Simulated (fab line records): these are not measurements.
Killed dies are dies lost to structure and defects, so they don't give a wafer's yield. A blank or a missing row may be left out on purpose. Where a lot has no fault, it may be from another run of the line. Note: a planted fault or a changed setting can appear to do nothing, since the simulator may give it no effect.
Lot-split experiment + flow sfq_line + on a route of 325 steps: 5 lots, 23 wafers read

THE SPLIT
At SFQ_TRILAYER_I7_VIA_LITHO_COAT_192 (resist thk 62 nm), the setting resist_thk_nm was moved away from the recipe's 62 nm on 5 of the 23 wafers read, by -4.8% to +2.1%. For the rest of the wafers, this setting stayed at what the recipe calls for.

The reading is taken at the split's own step.

THE READING
BARC_of_TRILAYER_I7_VIA_LITHO_COAT_192.thk_nm (the simulator's own value, which no gauge read), in nm, at SFQ_TRILAYER_I7_VIA_LITHO_COAT_192 (resist thk 62 nm). The file gives no usual value for it. Across the 18 wafers here that went through the recipe, the average is 62.02 nm and the standard deviation 0.12 nm.

| wafer  | tool, chamber at the split | resist_thk_nm as run, nm | against the recipe | BARC_of_TRILAYER_I7_VIA_LITHO_COAT_192.thk_nm, nm | against lot-mates on the recipe |
|--------|----------------------------|--------------------------|--------------------|---------------------------------------------------|---------------------------------|
| L075.1 | litho_track-03, 0          | 62                       | recipe             | 61.93                                             | -                               |
| L075.3 | litho_track-03, 0          | 62                       | recipe             | 61.85                                             | -                               |
| L075.6 | litho_track-03, 0          | 62                       | recipe             | 61.91                                             | -                               |
| L076.1 | litho_track-04, 0          | 62                       | recipe             | 61.98                                             | -                               |
| L076.2 | litho_track-04, 0          | 62                       | recipe             | 62.04                                             | -                               |
| L076.3 | litho_track-04, 0          | 62                       | recipe             | 62.09                                             | -                               |
| L076.4 | litho_track-04, 0          | 62                       | recipe             | 61.92                                             | -                               |
| L076.5 | litho_track-04, 0          | 62                       | recipe             | 61.79                                             | -                               |
| L079.1 | litho_track-04, 0          | 62                       | recipe             | 62.28                                             | -                               |
| L079.2 | litho_track-04, 0          | 62                       | recipe             | 62.14                                             | -                               |
| L079.4 | litho_track-04, 0          | 62                       | recipe             | 61.99                                             | -                               |
| L079.5 | litho_track-04, 0          | 62                       | recipe             | 62.19                                             | -                               |
| L079.6 | litho_track-04, 0          | 62                       | recipe             | 62.22                                             | -                               |
| L082.1 | litho_track-03, 0          | 63.3                     | +2.1%              | 63.53                                             | +1.55                           |
| L082.3 | litho_track-03, 0          | 62                       | recipe             | 61.97                                             | -                               |
| L082.4 | litho_track-03, 0          | 62                       | recipe             | 61.99                                             | -                               |
| L082.5 | litho_track-03, 0          | 63.3                     | +2.1%              | 63.44                                             | +1.46                           |
| L082.6 | litho_track-03, 0          | 63.3                     | +2.1%              | 63.28                                             | +1.30                           |
| L085.1 | litho_track-04, 0          | 62                       | recipe             | 61.97                                             | -                               |
| L085.3 | litho_track-04, 0          | 62                       | recipe             | 62.05                                             | -                               |
| L085.4 | litho_track-04, 0          | 59.03                    | -4.8%              | 59.03                                             | -2.99                           |
| L085.5 | litho_track-04, 0          | 62                       | recipe             | 62.04                                             | -                               |
| L085.6 | litho_track-04, 0          | 59.03                    | -4.8%              | 58.98                                             | -3.04                           |

THE FIT
A straight line over all 23 wafers: BARC_of_TRILAYER_I7_VIA_LITHO_COAT_192.thk_nm changes by +0.638 nm for each +1% of resist_thk_nm; r = +0.99; the points scatter about the line by 0.12 nm.
The same after taking each lot's own level away (the mean of its wafers on the recipe; 23 wafers): +0.643 nm for each +1%; r = +1.00; scatter 0.089 nm.
That fit puts the effect of the largest move of resist_thk_nm on the reading at 3.1 nm.
The span of the lots' own levels, 61.897 to 62.164 nm, comes to 2.2 times the standard deviation stated above.
Hence the lot-to-lot level has little effect on the slope; both slopes agree.
Check: for one of the wafers moved furthest among these (-4.8%), held out of the fit, the line's prediction against its lot-mates is -3.11 nm. It came out at -2.99 nm against them.

THE OTHER SPLITS THESE WAFERS WENT THROUGH
Before the reading, these wafers also passed through other splits. Each is held against what the fit with the lots' levels taken away leaves over:
| other split on the same wafers                      | wafers away from the commonest value | r with BARC_of_TRILAYER_I7_VIA_LITHO_COAT_192.thk_nm (lot level and that fit taken away) |
|-----------------------------------------------------|--------------------------------------|------------------------------------------------------------------------------------------|
| SFQ_TRILAYER_M6_BARC_OPEN_METAL_ETCH_206 icp_w      | 6                                    | +0.20                                                                                    |
| SFQ_TRILAYER_I6_CMP_CMP_166 leave_above_ref_nm      | 9                                    | +0.25                                                                                    |
| SFQ_TRILAYER_I6_VIA_LITHO_COAT_174 resist_thk_nm    | 5                                    | -0.12                                                                                    |
| SFQ_TRILAYER_I6_VIA_BARC_OPEN_VIA_ETCH_235 source_w | 6                                    | +0.03                                                                                    |
| SFQ_TRILAYER_M7_DEP_SPUTTER_175 time_s              | 8                                    | +0.06                                                                                    |
| SFQ_TRILAYER_M7_ETCH_METAL_ETCH_180 icp_w           | 9                                    | -0.15                                                                                    |
| SFQ_TRILAYER_I7_DEP_PECVD_183 time_s                | 10                                   | -0.23                                                                                    |

THE FILE'S OWN FIT
BARC_of_TRILAYER_I7_VIA_LITHO_COAT_192.thk_nm changes by +0.639 nm for each +1% of resist_thk_nm, r = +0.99.
